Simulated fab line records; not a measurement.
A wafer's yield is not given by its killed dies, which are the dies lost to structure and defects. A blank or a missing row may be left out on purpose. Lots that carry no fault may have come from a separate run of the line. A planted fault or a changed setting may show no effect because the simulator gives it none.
2 desks looking at one fault :: flow sfq_line :: what lay behind the numbers comes last; until then each desk has only its own

THE TOOL OWNER'S DESK: rie_metal-03
The tool's own readings at SFQ_TRILAYER_M2_BARC_OPEN_METAL_ETCH_077 (etches BARC in O2, target depth 125 nm, time 41.7 s): means of the sampled wafers that have a number, for each lot that ran on this tool. The brackets show how far a lot's mean lies from the usual mean; more than 4 standard deviations puts the lot out of limits, marked OUT.
Columns: A = drypump_motor_current_A at SFQ_TRILAYER_M2_BARC_OPEN_METAL_ETCH_077, usual 5.7 A; B = oes_product_au at SFQ_TRILAYER_M2_BARC_OPEN_METAL_ETCH_077, usual 0.685 a.u.; C = rf_fwd_power_W at SFQ_TRILAYER_M2_BARC_OPEN_METAL_ETCH_077, usual 592 W
lot: L438
first seen here: day 42 16:49
A: 5.1
B: 0.687
C: 592

lot: L448
first seen here: day 47 13:53
A: 5.1
B: 0.684
C: 653 (+19) OUT

lot: L449
first seen here: day 47 18:41
A: 5.3
B: 0.684
C: 621 (+9.1) OUT

lot: L450
first seen here: day 47 21:05
A: 5.1
B: 0.683
C: 655 (+20) OUT
This desk's verdict: out of limits on L448, L449, L450, starting with L448 at day 47 13:53 (rf_fwd_power_W at SFQ_TRILAYER_M2_BARC_OPEN_METAL_ETCH_077). L438: within limits.

METROLOGY DESK
Means of the sampled wafers that have a number, per lot and without regard to the tool the lot ran on: this is what the gauges read. The brackets show how far a lot's mean lies from the usual mean; more than 4 standard deviations puts the lot out of limits, marked OUT.
Columns: A = M2_NB_RS at SFQ_M2_RS_MEAS_914, usual 0.893 ohm/sq; B = M2_OVL at SFQ_M2_OVL_MEAS_916, usual 0 nm
lot: L437
first seen here: day 35 20:59
A: 0.887
B: 3

lot: L438
first seen here: day 36 05:19
A: 0.889
B: 3

lot: L448
first seen here: day 41 01:04
A: 0.890
B: 0

lot: L449
first seen here: day 41 08:16
A: 0.895
B: 10

lot: L450
first seen here: day 41 09:29
A: 0.895
B: 3

lot: L451
first seen here: day 41 14:16
A: 0.895
B: 12

lot: L455
first seen here: day 42 22:05
A: 0.897
B: 4
This desk found nothing out of limits on any of the 7 lots.

BROUGHT TOGETHER
The tool owner's desk could have raised an alarm at day 47 13:53, on L448, L449, L450.
At the metrology desk, nothing out of limits was observed.
The metrology desk has L448, L449, L450 on record, within its limits.
The lots listed all ran SFQ_TRILAYER_M2_BARC_OPEN_METAL_ETCH_077 on rie_metal-03.

WHAT WAS PUT IN BY THE SIMULATOR
rie_metal-03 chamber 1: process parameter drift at SFQ_TRILAYER_M2_BARC_OPEN_METAL_ETCH_077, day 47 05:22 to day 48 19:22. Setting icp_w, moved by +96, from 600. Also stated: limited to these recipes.
Struck lots among those shown: L448, L449, L450.
How many hours passed from the start of the fault until each desk's first out-of-limits reading: the tool owner's desk, 9.
